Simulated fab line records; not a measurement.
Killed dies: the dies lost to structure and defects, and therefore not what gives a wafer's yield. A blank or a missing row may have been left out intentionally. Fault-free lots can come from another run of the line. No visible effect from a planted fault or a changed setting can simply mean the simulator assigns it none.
8D (eight disciplines) problem report, filled in by code + flow gf180mcu + the parts of the form that need people (team, actions taken, sign-off) are left out

== 1. PROBLEM STATEMENT ==
Wafers free of any fault read 566.5 (standard deviation 2.8) for HV_LDD_4_TW at GF_HV_LDD_TW_MEAS_50, against a mean of 529.4 on 6 wafers of 2 lots. Measured from the usual mean, that is -13 standard deviations.
The first sign was on wafer L363.3 at day 17 02:56, on film-metro-01. The record has a number at this step for 39 wafers belonging to 13 lots. Rule for "out" (also "out of limits"): further than 4 standard deviations from the usual mean. Any other wafer with a number is counted as sound.

== 2. WHAT IT IS AND WHAT IT IS NOT ==
| question                    | is                           | is not                                                                                 |
|-----------------------------|------------------------------|----------------------------------------------------------------------------------------|
| which readings at this step | HV_LDD_4_TW                  | -                                                                                      |
| which lots                  | L363, L365                   | L350, L351, L354, L355, L358, L360, L361, L368, L370, L371, L373                       |
| which wafers of those lots  | all that have a number       | -                                                                                      |
| read on which gauges        | film-metro-01, film-metro-03 | film-metro-02                                                                          |
| when                        | from day 17 02:56            | up to then (21 sound wafers); but 12 sound wafers of L368, L370, L371, L373 came after |

== 3. WHAT RULES OUT EACH SUSPECT ==
Counting: a tool stays on the suspect list if, at a process step up to the reading, it processed all lots that are out and no sound lot following the first of them.
- the gauge at GF_HV_LDD_TW_MEAS_50 is ruled out. Those wafers that are out were read across 2 gauges (film-metro-01, film-metro-03).
- implanter-02 at GF_HV_LDD_IMPLANT_48: ruled out as a lasting fault. Following L363 (day 17 02:43), the first lot on it that is out, the sound lots L373 were run on it.
Left after counting: nothing in the record.

== 4. THE CAUSE (what the simulator had put in) ==
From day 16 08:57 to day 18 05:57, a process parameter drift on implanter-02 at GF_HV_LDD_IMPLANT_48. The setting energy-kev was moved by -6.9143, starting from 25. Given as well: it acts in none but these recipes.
Counting ruled it out, wrongly: the rule takes a fault to strike every lot that its tool runs from its start on, and this one did not.

== 5. THE EFFECT CHAIN, in route order ==
Each row: a reading whose mean over the struck wafers that have a number lies more than 3 standard deviations from the usual. Scope: only readings with a usual standard deviation given in the record; hours: median across lots of the time from each lot's start at the first step in this table that gives one to its start at this step; sigmas: change in usual standard deviations.
| hours | step                 | reading         | usual  | on struck wafers | change | sigmas      |
|-------|----------------------|-----------------|--------|------------------|--------|-------------|
| 0     | GF_HV_LDD_IMPLANT_48 | beam-energy-keV | 25.000 | 18.076           | -6.924 | -99 or more |
| 0     | GF_HV_LDD_TW_MEAS_50 | HV_LDD_4_TW     | 566.5  | 529.4            | -37.1  | -13         |
The process steps in it:
- GF_HV_LDD_IMPLANT_48

== 6. HOW IT WOULD HAVE BEEN CAUGHT EARLIER ==
Counted from the fault's start at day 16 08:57, it took 18 hours until the first out-of-limits reading at a measuring or inspecting step in this record, taken at day 17 02:56.
The tool's own readings at GF_HV_LDD_IMPLANT_48 were out on every struck wafer that the step has a row for (beam-energy-keV): an alarm limit on them would have fired on the first of those.
